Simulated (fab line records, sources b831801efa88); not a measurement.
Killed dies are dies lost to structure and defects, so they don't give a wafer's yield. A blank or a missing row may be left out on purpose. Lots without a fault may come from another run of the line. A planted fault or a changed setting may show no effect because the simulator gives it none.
Chamber matching | flow gf180mcu | GF_CONTACT_CMP_04 on cmp-01: 4 sister chambers
The step polishes SiO2. 8 wafers are shown with their chamber, then 7 later ones without.

WAFERS WITH THEIR CHAMBER
wafer  | chamber | motor_current_A (A) | time_to_endpoint_s (s)
L278.3 | 3       | 13.5                | 108
L279.4 | 0       | 11.4                | 110
L279.5 | 1       | 13.0                | 110
L287.1 | 3       | 12.7                | 111
L287.2 | 2       | 12.2                | 103
L287.6 | 0       | 11.0                | 116
L289.1 | 1       | 12.9                | 97
L289.2 | 2       | 12.0                | 103

WAFERS WITHOUT THEIR CHAMBER
wafer  | motor_current_A (A) | time_to_endpoint_s (s)
L289.4 | 13.1                | 110
L290.1 | 12.0                | 110
L290.2 | 12.1                | 109
L290.5 | 12.5                | 108
L294.3 | 13.6                | 107
L294.5 | 13.3                | 110
L294.6 | 11.8                | 106

WHICH CHAMBER EACH WENT THROUGH
wafer  | from the rows above               | in truth
L289.4 | can't be placed: 3 or 1           | 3
L290.1 | can't be placed: 2 or 0 or 1 or 3 | 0
L290.2 | can't be placed: 2 or 1 or 0 or 3 | 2
L290.5 | can't be placed: 2 or 1 or 3      | 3
L294.3 | can't be placed: 3 or 1           | 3
L294.5 | can't be placed: 3 or 1           | 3
L294.6 | can't be placed: 2 or 0           | 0
Placed correctly: 0 of 7. Can't be placed from these rows: 7 (the true chamber is among the candidates in 7). Placed wrongly: 0.
How it was worked out, from the rows above alone: a wafer's distance from a chamber is the root of the sum, over the readings, of the square of ((its reading less the chamber's mean) divided by the reading's scatter). The wafer belongs to the nearest chamber; if the next one is less than 2 further off, it can't be placed. A chamber's mean is the mean of its shown wafers. The scatter: the root of (the sum of the squares of (reading less its chamber's mean) over the shown wafers, divided by (wafers less chambers)).
